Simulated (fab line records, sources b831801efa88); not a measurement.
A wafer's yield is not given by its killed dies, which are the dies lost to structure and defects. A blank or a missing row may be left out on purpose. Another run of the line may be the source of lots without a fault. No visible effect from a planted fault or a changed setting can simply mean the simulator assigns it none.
A struck lot beside a sound one | flow sky130 | 15 out of 708 route steps
Sound: the wafers L964.3, L964.4, L964.5. The struck wafers were L966.2, L966.4, L966.5. The cause is named last.
For every step that has rows: the tool of each side, followed by ch and its chambers, followed by its first start. Under that, the readings that differ: sound wafers | struck wafers | difference of the means | sigmas: that difference in standard deviations of wafers without a fault.
alike: a reading whose means differ by less than 2 such deviations, as well as words and numbers matching on both sides. not compared: withheld readings; readings where some wafer has no value; bounds like >300 that might hide an equal value; numbers whose values overlap and for which the record gives no deviation.
The two part at a step that has a row with sigmas, a row that says differs or no value, or rows on one side only. Numbers that have no deviation but don't overlap get no sigmas and don't part them. A reading that every wafer of one side lacks parts them only if that side has two wafers or more.

SKY_SONOS_ONO_THK_MEAS_05:
  sound on film_metro-01, day 13 14:17; struck on film_metro-04, day 13 14:17
  alike: SONOS_ONO_CVD_04_THK
then, 7 steps without rows for these wafers: SKY_SONOS_ONO_DEHYDRATE_06 (time 60 s); SKY_SONOS_ONO_HMDS_07 (prime time 60 s); SKY_SONOS_ONO_COAT_08 (resist thk 1140 nm); SKY_SONOS_ONO_SOFTBAKE_09 (time 60 s); SKY_SONOS_ONO_EXPOSE_10 (exposes mask ONOM, target cd 410 nm); SKY_SONOS_ONO_PEB_11; SKY_SONOS_ONO_DEVELOP_12 (develop time 60.86 s).
SKY_SONOS_ONO_CD_MEAS_13: target cd 410 nm.
  sound on cd_sem-02, day 14 16:02; struck on cd_sem-02, day 14 16:19
  alike: cd_nm
SKY_SONOS_ONO_OVL_MEAS_14:
  sound on overlay-01, day 14 16:08; struck on overlay-02, day 14 16:25
  alike: SONOS_ONO_OVL
SKY_SONOS_ONO_ETCH_15: etches the open film in CHF3/O2, target depth 19.52 nm, time 7.8 s.
  sound on rie_diel-01 ch 1,2, day 14 16:09; struck on rie_diel-04 ch 0,1, day 14 16:27
  alike: drypump_motor_current_A, oes_product_au, throttle_valve_pct
  not compared: rf_hours_counter_h
then, 1 step without rows for these wafers: SKY_SONOS_ONO_WET_ETCH_16 (etches SiO2 in dHF, target depth 14 nm, time 280 s).
SKY_SONOS_ONO_STRIP_17: strips in O2/N2.
  sound on plasma_asher-02 ch 0,1, day 14 16:17; struck on plasma_asher-01 ch 0,1, day 14 16:34
  reading                                        | sound             | struck            | difference                    | sigmas
  oes_product_au (a.u.)                          | 0.706 0.713 0.716 | 0.883 0.880 0.878 | +0.169                        | +37
  strip_time_to_endpoint_s (s)                   | 14.13 14.10 14.14 | - - -             | no value on the struck wafers |
  model.NOVOLAK_of_SONOS_ONO_COAT_08.thk_nm (nm) | 0 0 0             | 705.1 702.8 704.5 | +704.1                        |
  alike: drypump_motor_current_A, n2_flow_sccm
  not compared: rf_hours_counter_h
then, 1 step without rows for these wafers: SKY_SONOS_ONO_WET_ETCH_18 (etches Si3N4 in H3PO4, target depth 15 nm, time 172 s).
-- record jumps: 33 days separate the struck wafers' starts on either side; left off in module SONOS_ONO, taken up again in module PAD_OPEN, whose first shown step is the route's number 708 --
SKY_PAD_OPEN_PROBE_99:
  sound on prober-02, day 47 07:42; struck on prober-02, day 47 05:28
  reading             | sound    | struck      | difference | sigmas
  killed_at_M4_up     | 3 1 3    | 9 3 8       | +4         | +2
  killed_at_front_end | 13 15 11 | 433 436 417 | +416       | +88
  killed_dies         | 80 90 87 | 492 492 492 | +406       | +41
  killed_on_rim       | 23 10 21 | 96 96 96    | +78        | +19
  alike: killed_at_M0_to_M3, killed_at_contacts, killed_open, killed_short

WHERE THEY PART
Last at SKY_PAD_OPEN_PROBE_99 as far as this record goes, first at SKY_SONOS_ONO_STRIP_17.

WHY: what the simulator had put in
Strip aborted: plasma_asher-01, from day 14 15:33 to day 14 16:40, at SKY_SONOS_ONO_STRIP_17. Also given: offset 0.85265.
